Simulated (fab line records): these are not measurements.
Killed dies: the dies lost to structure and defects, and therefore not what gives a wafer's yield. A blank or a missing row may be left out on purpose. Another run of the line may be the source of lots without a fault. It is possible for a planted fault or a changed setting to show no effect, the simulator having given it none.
What tool caused it? :: flow sky130 :: Sampling: 14 lots, 42 wafers, 3 of 708 route steps

WHAT THE GAUGES READ, wafer by wafer
SKY_METAL3_OVL_MEAS_14. Usual: for METAL3_OVL the level is -2 nm and the standard deviation is 5.
lot: L900
measured: day 40 00:50
on: overlay-01
METAL3_OVL (nm): 4 6 4
flag: 

lot: L901
measured: day 40 07:13
on: overlay-01
METAL3_OVL (nm): 3 -2 1
flag: 

lot: L902
measured: day 40 11:25
on: overlay-02
METAL3_OVL (nm): 0 -4 3
flag: 

lot: L906
measured: day 40 23:20
on: overlay-02
METAL3_OVL (nm): -2 -4 -1
flag: 

lot: L907
measured: day 41 08:05
on: overlay-01
METAL3_OVL (nm): -7 1 -3
flag: 

lot: L908
measured: day 41 16:50
on: overlay-02
METAL3_OVL (nm): -1 -1 -13
flag: 

lot: L909
measured: day 41 23:13
on: overlay-01
METAL3_OVL (nm): -3 -18 -15
flag: 

lot: L913
measured: day 42 19:37
on: overlay-01
METAL3_OVL (nm): - - -
flag: OFF

lot: L914
measured: day 43 03:28
on: overlay-01
METAL3_OVL (nm): - - -
flag: OFF

lot: L915
measured: day 43 16:28
on: overlay-01
METAL3_OVL (nm): -4 0 -9
flag: 

lot: L919
measured: day 44 16:20
on: overlay-01
METAL3_OVL (nm): 6 5 11
flag: 

lot: L920
measured: day 44 20:38
on: overlay-02
METAL3_OVL (nm): -4 4 -3
flag: 

lot: L921
measured: day 45 00:01
on: overlay-02
METAL3_OVL (nm): -3 -7 6
flag: 

lot: L922
measured: day 45 07:17
on: overlay-02
METAL3_OVL (nm): 0 -4 2
flag: 

TOOL THAT RAN EACH LOT (tool first, then ch and the chambers of the sampled wafers, then the start)
lot: L900
SKY_METAL3_SPUTTER_04: pvd_sputter-01, day 37 22:49
SKY_METAL3_DEVELOP_12: litho_track-03 ch 0, day 40 00:00

lot: L901
SKY_METAL3_SPUTTER_04: pvd_sputter-02, day 38 05:29
SKY_METAL3_DEVELOP_12: litho_track-01 ch 0, day 40 06:00

lot: L902
SKY_METAL3_SPUTTER_04: pvd_sputter-04, day 38 09:04
SKY_METAL3_DEVELOP_12: litho_track-03 ch 0, day 40 11:00

lot: L906
SKY_METAL3_SPUTTER_04: pvd_sputter-01, day 38 21:37
SKY_METAL3_DEVELOP_12: litho_track-03 ch 0, day 40 23:00

lot: L907
SKY_METAL3_SPUTTER_04: pvd_sputter-04, day 39 06:43
SKY_METAL3_DEVELOP_12: litho_track-01 ch 0, day 41 07:00

lot: L908
SKY_METAL3_SPUTTER_04: pvd_sputter-04, day 39 15:28
SKY_METAL3_DEVELOP_12: litho_track-03 ch 0, day 41 16:00

lot: L909
SKY_METAL3_SPUTTER_04: pvd_sputter-01, day 39 21:34
SKY_METAL3_DEVELOP_12: litho_track-03 ch 0, day 41 22:00

lot: L913
SKY_METAL3_SPUTTER_04: pvd_sputter-04, day 40 18:52
SKY_METAL3_DEVELOP_12: litho_track-03, day 42 19:00

lot: L914
SKY_METAL3_SPUTTER_04: pvd_sputter-04, day 41 04:01
SKY_METAL3_DEVELOP_12: litho_track-04, day 43 03:00

lot: L915
SKY_METAL3_SPUTTER_04: pvd_sputter-01, day 41 17:43
SKY_METAL3_DEVELOP_12: litho_track-01 ch 0, day 43 16:00

lot: L919
SKY_METAL3_SPUTTER_04: pvd_sputter-02, day 42 18:41
SKY_METAL3_DEVELOP_12: litho_track-01 ch 0, day 44 16:00

lot: L920
SKY_METAL3_SPUTTER_04: pvd_sputter-04, day 43 00:14
SKY_METAL3_DEVELOP_12: litho_track-03 ch 0, day 44 20:00

lot: L921
SKY_METAL3_SPUTTER_04: pvd_sputter-01, day 43 02:13
SKY_METAL3_DEVELOP_12: litho_track-04 ch 0, day 44 23:00

lot: L922
SKY_METAL3_SPUTTER_04: pvd_sputter-02, day 43 10:35
SKY_METAL3_DEVELOP_12: litho_track-01 ch 0, day 45 07:00
- SKY_METAL3_SPUTTER_04: material TiN, target thk 70 nm, time 58.3 s.
- SKY_METAL3_DEVELOP_12: develop time 60 s.

AS READ BY THE TOOLS THEMSELVES (means over the sampled wafers that have a number; for cases with no such wafer, the mark the record gives instead)
SKY_METAL3_SPUTTER_04. Usual: throttle_valve_pct 30.2 %, standard deviation 1.1.
lot: L900
tool: pvd_sputter-01
throttle_valve_pct (%): 30.3
flag: 

lot: L901
tool: pvd_sputter-02
throttle_valve_pct (%): 29.9
flag: 

lot: L902
tool: pvd_sputter-04
throttle_valve_pct (%): 30.4
flag: 

lot: L906
tool: pvd_sputter-01
throttle_valve_pct (%): 30.8
flag: 

lot: L907
tool: pvd_sputter-04
throttle_valve_pct (%): 28.5
flag: 

lot: L908
tool: pvd_sputter-04
throttle_valve_pct (%): 30.1
flag: 

lot: L909
tool: pvd_sputter-01
throttle_valve_pct (%): 31.1
flag: 

lot: L913
tool: pvd_sputter-04
throttle_valve_pct (%): 29.5
flag: 

lot: L914
tool: pvd_sputter-04
throttle_valve_pct (%): 30.3
flag: 

lot: L915
tool: pvd_sputter-01
throttle_valve_pct (%): 30.3
flag: 

lot: L919
tool: pvd_sputter-02
throttle_valve_pct (%): 30.0
flag: 

lot: L920
tool: pvd_sputter-04
throttle_valve_pct (%): 30.5
flag: 

lot: L921
tool: pvd_sputter-01
throttle_valve_pct (%): 30.3
flag: 

lot: L922
tool: pvd_sputter-02
throttle_valve_pct (%): 30.4
flag: 

SKY_METAL3_DEVELOP_12. Usual: chill_plate_temp_C 22.99 C, standard deviation 0.11.
lot: L900
tool: litho_track-03
chill_plate_temp_C (C): 23.05
flag: 

lot: L901
tool: litho_track-01
chill_plate_temp_C (C): 23.00
flag: 

lot: L902
tool: litho_track-03
chill_plate_temp_C (C): 23.02
flag: 

lot: L906
tool: litho_track-03
chill_plate_temp_C (C): 22.89
flag: 

lot: L907
tool: litho_track-01
chill_plate_temp_C (C): 23.03
flag: 

lot: L908
tool: litho_track-03
chill_plate_temp_C (C): 22.97
flag: 

lot: L909
tool: litho_track-03
chill_plate_temp_C (C): 22.95
flag: 

lot: L913
tool: litho_track-03
chill_plate_temp_C (C): -
flag: OFF

lot: L914
tool: litho_track-04
chill_plate_temp_C (C): -
flag: OFF

lot: L915
tool: litho_track-01
chill_plate_temp_C (C): 22.94
flag: 

lot: L919
tool: litho_track-01
chill_plate_temp_C (C): 22.89
flag: 

lot: L920
tool: litho_track-03
chill_plate_temp_C (C): 22.95
flag: 

lot: L921
tool: litho_track-04
chill_plate_temp_C (C): 23.09
flag: 

lot: L922
tool: litho_track-01
chill_plate_temp_C (C): 22.89
flag: 

THE ANSWER, worked out from the rows above alone
Rule: take the mean of a lot's wafers that have a number; if it is more than 3 standard deviations from the usual mean, the lot is off. Also off: a lot with no number at a reading for which 4 or more lots have one. The other lots that the step has rows for count as sound. After the gauges, taken in route order, come the tools' own readings; for these a lot's mean is taken, as printed above. The first step at which some lot is off is used, and at that step the reading that is off furthest; a lot without a number counts as furthest.
Off: L913, L914, seen at SKY_METAL3_OVL_MEAS_14 (METAL3_OVL). Without a number there: L913, L914.
A tool fits if, at a process step before that reading, it ran every lot that is off, and no sound lot after the first of them. The gauges at SKY_METAL3_OVL_MEAS_14 aren't tried: what is off there is off at SKY_METAL3_DEVELOP_12 too, on other tools, and a gauge's error can't cause that. Not one of the candidates tried fits.

WHAT WAS PUT IN BY THE SIMULATOR
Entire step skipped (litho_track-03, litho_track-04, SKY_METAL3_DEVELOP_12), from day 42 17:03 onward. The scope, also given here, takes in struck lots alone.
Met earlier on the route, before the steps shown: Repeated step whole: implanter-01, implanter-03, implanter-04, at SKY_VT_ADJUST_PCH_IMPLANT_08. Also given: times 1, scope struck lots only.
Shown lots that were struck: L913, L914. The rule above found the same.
